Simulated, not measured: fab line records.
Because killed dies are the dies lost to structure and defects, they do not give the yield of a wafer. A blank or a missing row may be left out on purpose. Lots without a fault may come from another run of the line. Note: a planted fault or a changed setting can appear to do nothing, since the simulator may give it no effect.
fab line records -- flow sky130
record lots=6, wafers=18, last-day=49
route steps=708 shown LOCAL_INTERCONNECT@404 CONTACT@406 PAD_OPEN@708
lots that met no fault: taken from a fault-free run of the same line
start-h: start of the lot's first displayed wafer, in hours after the record's first day -- wait-h: hours since the lot's step before -- " identical to the entry in the row above -- L1.1+2: several wafers, shown together as one row -- - no value, or no start given -- * or withheld: withheld -- < > ~ a bound
route shown NAME@n: NAME is a module with steps in the file, n the number in the route of the first one -- usual: the fault-free wafers' mean and standard deviation -- same: alike in all rows -- chamber/n: place in a boat -- sites: each site's reading -- _std_site: standard deviation of those values -- _edge_site: outer sites' mean less inner sites' -- radius-mm: how far each site lies from the wafer's centre -- mask NAME#n: copy n -- behind: tool/chamber where the wafer was last shaped -- hold: why the lot went on hold/how many hours it stayed there/how the hold came to an end -- device: the n, p or np transistor that did not switch -- end of line: the tests these same wafers got at the end of their route -- a step with no rows: only its recipe -- killed: not the wafer's yield, but the dies lost to structure and defects at the first sort -- map: a wafer's dies, marking killed ones x, the rest . and places with no die _
set.NAME: the setting the step ran with; set.NAME@STEP: the setting that earlier step ran with -- model.NAME: the simulator's own value behind a step, which no gauge read
a table for each step, a row for each wafer; lots at some steps of the route
services: when a tool's chamber went out of use (start-h, in hours from the record's first day, below 0 if earlier), for how many hours, and the reason
## steps
# step SKY_LOCAL_INTERCONNECT_CLEAN_17
# recipe chemistry=IPA, time-s=180, temp-c=25
# step SKY_LOCAL_INTERCONNECT_CLEAN_18
# recipe chemistry=O3/DIW, dry=n2-spin
# step SKY_CONTACT_CVD_00
# recipe material=Si3N4, target-thk-nm=75, temp-c=400, time-s=withheld, rf-w=450
# usual heater-power-w=799/130
lot.wafer,tool,chamber,start-h,wait-h,heater-power-w
L447.2,pecvd-03,0,712.51,0.0,559
L447.5,pecvd-03,2,712.51,0.0,728
L447.6,pecvd-03,1,712.51,0.0,963
L450.2,pecvd-01,2,732.60,0.0,757
L450.3,pecvd-01,1,732.60,0.0,697
L450.6,pecvd-01,1,732.60,0.0,721
L458.3,pecvd-03,1,803.14,0.0,936
L458.4,pecvd-03,1,803.14,0.0,964
L458.5,pecvd-03,2,803.14,0.0,653
L460.2,pecvd-02,0,813.50,0.0,894
L460.4,pecvd-02,2,813.50,0.0,814
L460.5,pecvd-02,1,813.50,0.0,1006
L464.2,pecvd-02,0,839.15,0.0,928
L464.4,pecvd-02,0,839.15,0.0,940
L464.6,pecvd-02,0,839.15,0.0,954
L466.3,pecvd-02,2,860.63,0.0,833
L466.4,pecvd-02,1,860.63,0.0,924
L466.5,pecvd-02,2,860.63,0.0,857
# step SKY_CONTACT_THK_MEAS_01
# recipe reads=Si3N4_of_CONTACT_CVD_00
# usual CONTACT_CVD_00_THK=74.9/1.2
lot.wafer,tool,chamber,start-h,wait-h,CONTACT_CVD_00_THK[nm]
L447.2,film-metro-02,-,712.55,-,74.2
L447.5,film-metro-02,-,712.55,-,75.0
L447.6,film-metro-02,-,712.55,-,74.8
L450.2,film-metro-03,-,732.64,-,73.8
L450.3,film-metro-03,-,732.64,-,75.0
L450.6,film-metro-03,-,732.64,-,75.0
L458.3,film-metro-02,-,803.19,-,74.6
L458.4,film-metro-02,-,803.19,-,75.5
L458.5,film-metro-02,-,803.19,-,75.9
L460.2,film-metro-03,-,813.54,-,73.0
L460.4,film-metro-03,-,813.54,-,76.4
L460.5,film-metro-03,-,813.54,-,73.4
L464.2,film-metro-02,-,839.21,-,73.8
L464.4,film-metro-02,-,839.21,-,74.9
L464.6,film-metro-02,-,839.21,-,74.9
L466.3,film-metro-03,-,860.68,-,74.9
L466.4,film-metro-03,-,860.68,-,76.5
L466.5,film-metro-03,-,860.68,-,76.2
# step SKY_CONTACT_HDPCVD_02
# recipe material=SiO2, target-thk-nm=565, sigma-open-frac=0.3, time-s=94.2, temp-c=600, sih4-flow-sccm=60, pressure-mtorr=6
# step SKY_CONTACT_THK_MEAS_03
# recipe reads=SiO2_of_CONTACT_HDPCVD_02
# usual CONTACT_HDPCVD_THK=568/8.5
lot.wafer,tool,chamber,start-h,wait-h,CONTACT_HDPCVD_THK[nm]
L447.2,film-metro-01,-,712.68,0.0,564
L447.5,film-metro-01,-,712.68,0.0,574
L447.6,film-metro-01,-,712.68,0.0,576
L450.2,film-metro-02,-,732.77,0.0,562
L450.3,film-metro-02,-,732.77,0.0,568
L450.6,film-metro-02,-,732.77,0.0,565
L458.3,film-metro-03,-,803.32,0.1,565
L458.4,film-metro-03,-,803.32,0.1,559
L458.5,film-metro-03,-,803.32,0.1,570
L460.2,film-metro-02,-,813.67,0.0,555
L460.4,film-metro-02,-,813.67,0.0,549
L460.5,film-metro-02,-,813.67,0.0,556
L464.2,film-metro-03,-,839.33,0.0,559
L464.4,film-metro-03,-,839.33,0.0,575
L464.6,film-metro-03,-,839.33,0.0,572
L466.3,film-metro-03,-,860.81,0.1,556
L466.4,film-metro-03,-,860.81,0.1,574
L466.5,film-metro-03,-,860.81,0.1,558
# step SKY_CONTACT_CMP_04
# recipe material=SiO2, down-force-psi=4, platen-rpm=60, pad-velocity-m-s=0.94248
# usual motor-current-A=11.8/1, time-to-endpoint-s=85/4.3
lot.wafer,tool,chamber,start-h,wait-h,motor-current-A,time-to-endpoint-s
L447.2,cmp-02,3,712.83,0.1,11.6,82
L447.5,cmp-02,1,712.83,0.1,9.7,96
L447.6,cmp-02,2,712.83,0.1,13.3,88
L450.2,cmp-01,3,732.82,0.0,12.0,78
L450.3,cmp-01,0,732.82,0.0,12.4,85
L450.6,cmp-01,3,732.82,0.0,12.8,76
L458.4,cmp-01,1,803.41,0.1,10.2,81
L458.3,cmp-01,2,803.41,0.1,12.3,86
L458.5,cmp-01,1,803.41,0.1,10.3,86
L460.4,cmp-02,3,813.72,0.0,11.5,72
L460.2,cmp-02,2,813.72,0.0,12.2,77
L460.5,cmp-02,0,813.72,0.0,12.6,79
L464.4,cmp-01,0,839.48,0.1,12.3,93
L464.2,cmp-01,1,839.48,0.1,10.4,83
L464.6,cmp-01,2,839.48,0.1,12.9,90
L466.4,cmp-01,3,860.85,0.0,12.8,89
L466.3,cmp-01,0,860.85,0.0,12.3,86
L466.5,cmp-01,0,860.85,0.0,12.3,87
# step SKY_CONTACT_BOW_MEAS_05
# recipe mode=bow
# usual CONTACT_BOW=83/6.9
lot.wafer,tool,chamber,start-h,wait-h,CONTACT_BOW[um]
L447.2,film-metro-01,-,713.05,0.2,67
L447.5,film-metro-01,-,713.05,0.2,75
L447.6,film-metro-01,-,713.05,0.2,84
L450.2,film-metro-03,-,733.14,0.3,73
L450.3,film-metro-03,-,733.14,0.3,85
L450.6,film-metro-03,-,733.14,0.3,82
L458.3,film-metro-02,-,803.70,0.2,86
L458.4,film-metro-02,-,803.70,0.2,93
L458.5,film-metro-02,-,803.70,0.2,85
L460.2,film-metro-01,-,814.04,0.1,80
L460.4,film-metro-01,-,814.04,0.1,82
L460.5,film-metro-01,-,814.04,0.1,78
L464.2,film-metro-02,-,839.70,0.1,79
L464.4,film-metro-02,-,839.70,0.1,76
L464.6,film-metro-02,-,839.70,0.1,87
L466.3,film-metro-02,-,861.19,0.2,77
L466.4,film-metro-02,-,861.19,0.2,88
L466.5,film-metro-02,-,861.19,0.2,81
# step SKY_CONTACT_DEHYDRATE_06
# recipe temp-c=200, time-s=60
# step SKY_CONTACT_HMDS_07
# recipe prime-time-s=60, prime-temp-c=120
# step SKY_CONTACT_COAT_08
# recipe resist=BARC, temp-c=withheld, time-s=withheld, spin-rpm=3000, resist-thk-nm=60
# step SKY_CONTACT_COAT_09
# recipe resist=KrF-thick, spin-rpm=3000, resist-thk-nm=450
# step SKY_CONTACT_SOFTBAKE_10
# recipe temp-c=100, time-s=90, resist=KrF-thick
# usual heater-power-total-W=57.36/0.11, plate-temp-C=99.96/0.13, run-length-s=119.15/0.21
lot.wafer,tool,chamber,start-h,wait-h,heater-power-total-W,plate-temp-C,run-length-s
L447.2,litho-track-03,0,727,-,57.22,100.03,119.20
L447.5,litho-track-03,0,727,-,57.40,99.91,119.15
L447.6,litho-track-03,0,727,-,57.44,99.85,119.05
L450.2,litho-track-04,0,746,-,57.24,99.72,119.63
L450.3,litho-track-04,0,746,-,57.48,99.94,119.36
L450.6,litho-track-04,0,746,-,57.55,100.09,119.51
L458.3,litho-track-03,0,817,-,57.33,100.06,119.00
L458.4,litho-track-03,0,817,-,57.41,99.87,119.12
L458.5,litho-track-03,0,817,-,57.34,100.00,119.09
L460.2,litho-track-04,0,825,-,60.09,-,107.41
L460.4,litho-track-04,0,825,-,59.89,-,107.43
L460.5,litho-track-04,0,825,-,60.20,-,107.33
L464.2,litho-track-04,0,851,-,60.21,-,107.23
L464.4,litho-track-04,0,851,-,60.11,-,107.61
L464.6,litho-track-04,0,851,-,60.24,-,107.32
L466.3,litho-track-02,0,873,-,57.16,99.97,118.82
L466.4,litho-track-02,0,873,-,57.40,100.11,119.21
L466.5,litho-track-02,0,873,-,57.27,99.89,119.04
# step SKY_CONTACT_EXPOSE_11
# recipe mask-id=CTM1, na=0.8, source-shape=annular, sigma-inner=0.55, sigma-outer=0.85, target-cd-nm=170, dose-mj=38
# step SKY_PAD_OPEN_PROBE_99
# usual killed_at_M0_to_M3=44/6.6, killed_at_M4_up=2.9/1.8, killed-at-contacts=24/4.8, killed-at-front-end=15/4.5, killed-at-other=0.3/0.64, killed-dies=86/8.7, killed-open=47/6.5, killed-short=39/5.8
# same gross-dies=492, killed-at-back-side=0
lot.wafer,tool,chamber,start-h,wait-h,killed_at_M0_to_M3,killed_at_M4_up,killed-at-contacts,killed-at-front-end,killed-at-other,killed-dies,killed-open,killed-short
L450.2,prober-01,-,1093.54,0.1,38,5,27,13,0,83,40,43
L450.3,prober-01,-,1093.59,0.2,48,3,20,17,0,88,51,37
L450.6,prober-01,-,1093.74,0.2,53,2,24,15,0,94,44,50
L460.2,prober-01,-,1152.95,0.1,35,1,22,15,0,73,34,39
L460.4,prober-01,-,1153.05,0.2,55,1,29,9,0,94,53,41
L460.5,prober-01,-,1153.10,0.2,49,2,14,18,0,83,43,40
L464.2,prober-01,-,1170.09,0.1,50,5,17,6,0,78,40,37
L464.4,prober-01,-,1170.19,0.2,57,2,23,7,0,89,49,40
L464.6,prober-01,-,1170.29,0.2,38,1,25,12,0,76,43,31
# killed by level:class
L450.2 CONTACT:geometric-particle:open=13 METAL2:geometric-particle:short=7 LI_CONTACT:geometric-particle:short=6 VIA1:geometric-particle:short=6 VIA1:geometric-particle:open=6 VIA2:geometric-particle:open=6 FIELD_ISO:geometric-particle:open=4 POLY_GATE:geometric-particle:short=4
L450.3 VIA1:geometric-particle:open=14 CONTACT:geometric-particle:open=11 VIA1:geometric-particle:short=9 METAL1:geometric-particle:short=6 FIELD_ISO:geometric-particle:open=5 VIA2:geometric-particle:open=5 POLY_GATE:geometric-particle:open=4 LI_CONTACT:geometric-particle:open=4
L450.6 VIA1:geometric-particle:open=12 CONTACT:geometric-particle:open=9 METAL2:geometric-particle:short=7 VIA1:geometric-particle:short=6 METAL1:geometric-particle:short=6 VIA3:geometric-particle:short=6 POLY_GATE:geometric-particle:short=5 LI_CONTACT:geometric-particle:short=5
L460.2 CONTACT:geometric-particle:open=11 METAL2:geometric-particle:short=9 POLY_GATE:geometric-particle:short=8 VIA3:geometric-particle:open=6 VIA1:geometric-particle:open=6 FIELD_ISO:geometric-particle:short=5 LI_CONTACT:geometric-particle:open=4 LOCAL_INTERCONNECT:geometric-particle:short=4
L460.4 VIA1:geometric-particle:open=14 CONTACT:geometric-particle:open=10 VIA3:geometric-particle:open=8 CONTACT:geometric-particle:short=7 VIA1:geometric-particle:short=7 METAL2:geometric-particle:short=7 VIA2:geometric-particle:open=6 LI_CONTACT:geometric-particle:open=5
L460.5 VIA1:geometric-particle:open=12 VIA3:geometric-particle:open=9 CONTACT:geometric-particle:open=7 METAL1:geometric-particle:short=7 FIELD_ISO:geometric-particle:short=6 VIA2:geometric-particle:open=6 POLY_GATE:geometric-particle:short=5 METAL2:geometric-particle:short=5
L464.2 VIA1:geometric-particle:open=13 VIA2:geometric-particle:open=8 VIA3:geometric-particle:open=7 METAL2:geometric-particle:short=7 VIA1:geometric-particle:short=5 LI_CONTACT:geometric-particle:open=4 METAL4:geometric-particle:short=4 LI_CONTACT:geometric-particle:short=3
L464.4 VIA1:geometric-particle:open=15 CONTACT:geometric-particle:open=10 LI_CONTACT:geometric-particle:open=8 METAL2:geometric-particle:short=8 VIA2:geometric-particle:open=6 VIA1:geometric-particle:short=5 METAL3:geometric-particle:short=5 VIA3:geometric-particle:short=5
L464.6 VIA2:geometric-particle:open=12 LI_CONTACT:geometric-particle:open=8 CONTACT:geometric-particle:open=6 VIA1:geometric-particle:open=6 LI_CONTACT:geometric-particle:short=4 CONTACT:geometric-particle:short=4 VIA1:geometric-particle:short=4 POLY_GATE:geometric-particle:short=3
## services
tool,chamber,start-h,hours,kind
cmp-01,-,693.93,1.2,repair
pecvd-03,-,706.60,1.2,repair
pecvd-03,-,738.02,7.8,repair
cmp-01,-,741.27,0.9,repair
pecvd-03,2,744.98,-,calibration
cmp-02,-,745.19,4.0,pm
cmp-02,-,749.19,-,consumable-replace:conditioner
cmp-02,-,749.19,-,consumable-replace:pad
cmp-02,-,749.19,4.9,pm
cmp-02,-,782.13,4.4,pm
pecvd-02,-,783.41,6.0,pm
pecvd-03,2,786.00,2.1,scheduled-down
pecvd-03,0,789.80,2.1,scheduled-down
cmp-01,-,791.48,5.0,pm
pecvd-02,0,818.35,5.5,scheduled-down
pecvd-02,1,828.56,15.6,repair
cmp-01,-,849.10,1.8,repair
cmp-01,-,857.33,1.6,repair
cmp-01,-,871.04,6.6,repair
pecvd-03,1,871.23,3.5,repair
## key
first-sign step=SKY_CONTACT_SOFTBAKE_10, reading=run-length-s, direction=down, sigmas=57, usual=*, struck=*
effect step=SKY_CONTACT_SOFTBAKE_10, reading=heater-power-total-W, direction=up, sigmas=26, usual=*, struck=*
met-at SKY_CONTACT_SOFTBAKE_10
struck-wafers L460.2,L460.4,L460.5,L464.2,L464.4,L464.6
tester-left-out L460,L464
onset-between 746 825
fault kind=process-parameter-drift, tool=litho-track-04, chamber=-, onset-h=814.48, steps=SKY_CONTACT_SOFTBAKE_10, channel=time-s, offset=*, shape=step, end-h=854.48, acts-in=*, stated=*
# tester-left-out: of these lots the tester's yield and bins aren't shown, on N5 and GAA mostly nor the transistor test; their killed dies are dies lost to structure and defects alone, not to doping, threshold or leakage, so they don't give the yield
